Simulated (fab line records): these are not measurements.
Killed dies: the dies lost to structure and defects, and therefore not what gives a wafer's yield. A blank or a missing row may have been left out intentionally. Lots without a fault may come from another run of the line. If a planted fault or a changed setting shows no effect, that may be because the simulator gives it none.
Struck lot and sound lot, side by side || flow sky130 || 15 out of 708 route steps
Sound: wafers L465.1, L465.4, L465.5. Wafers L475.1, L475.3, L475.4 were the ones struck. The cause is given at the end.
Order at every step that has rows: each side's tool, ch and its chambers, its first start. Under that, the readings that differ: sound wafers || struck wafers || difference of the means || sigmas: that difference in standard deviations of wafers without a fault.
alike: words and numbers the same on both sides, and readings whose means are apart by under 2 such deviations; not compared: readings that were withheld, readings missing a value for some wafer, numbers with overlapping values and no deviation given by the record, and bounds like >300 which may hide the same value.
A row with sigmas, a row that says differs or no value, or rows on one side alone: a step with any of these is where the two part. When numbers do not overlap yet have no deviation, they are printed without sigmas and do not part them. A reading missing from all wafers of one side parts the sides only when that side holds two or more wafers.

first, 4 steps without rows for these wafers: SKY_LDD_N_SOFTBAKE_03 (time 60 s); SKY_LDD_N_EXPOSE_04 (exposes mask NTM, target cd 840 nm); SKY_LDD_N_PEB_05; SKY_LDD_N_DEVELOP_06 (develop time 60 s).
SKY_LDD_N_OVL_MEAS_07:
  struck on overlay-01, day 22 02:50; sound on overlay-02, day 18 13:45
  alike: LDD_N_OVL
then, 7 steps without rows for these wafers: SKY_LDD_N_IMPLANT_08; SKY_LDD_N_IMPLANT_09; SKY_LDD_N_IMPLANT_10; SKY_LDD_N_IMPLANT_11; SKY_LDD_N_IMPLANT_12; SKY_LDD_N_IMPLANT_13; SKY_LDD_N_IMPLANT_14.
SKY_LDD_N_IMPLANT_15:
  sound on implanter-04 ch 0, day 18 14:50; struck on implanter-01 ch 0, day 22 03:55
{"reading": "doseIonsCm2", "sound": "5e+12 5.004e+12 4.998e+12", "struck": "3.299e+12 3.316e+12 3.306e+12", "difference": -1.694e+12, "sigmas": "-99 or more"}
{"reading": "faradayCurrentUA", "sound": "28.4 28.2 27.5", "struck": "19.0 18.9 19.4", "difference": -8.9, "sigmas": -17}
SKY_LDD_N_STRIP_16: strips in O2/N2.
  sound on plasmaAsher-01 ch 0,1, day 18 15:01; struck on plasmaAsher-03 ch 0,1, day 22 04:04
{"reading": "drypumpMotorCurrentA (A)", "sound": "5.3 5.4 5.3", "struck": "6.7 5.7 6.7", "difference": "+1.0", "sigmas": "+2"}
  alike: chamberPressureMTorr, oesProductAu, stripTimeToEndpointS
  not compared: rfHoursCounterH
-- the record jumps here: 27 days lie between the struck wafers' starts before and after (it left off in module LDD_N and takes up again in module PAD_OPEN, whose first step shown is number 708 of the route) --
SKY_PAD_OPEN_PROBE_99:
  struck on prober-02, day 48 19:58; sound on prober-02, day 46 12:04
{"reading": "model.etest.nfet_01v8_turned.vtSatV (V)", "sound": "0.6492 0.6437 0.6451", "struck": "0.6206 0.6249 0.6266", "difference": -0.0220, "sigmas": ""}
  alike: killed_at_M0_to_M3, killed_at_M4_up, killedAtContacts, killedAtFrontEnd, killedAtOther, killedDies, killedOpen, killedShort

WHERE THEY PART
First at SKY_LDD_N_IMPLANT_15; last, within this record, at SKY_LDD_N_STRIP_16. Later steps at which nothing parts them and some readings are alike: SKY_PAD_OPEN_PROBE_99.

WHY: what had been put in by the simulator
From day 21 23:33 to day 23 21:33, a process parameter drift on implanter-01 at SKY_LDD_N_IMPLANT_15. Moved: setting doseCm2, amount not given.
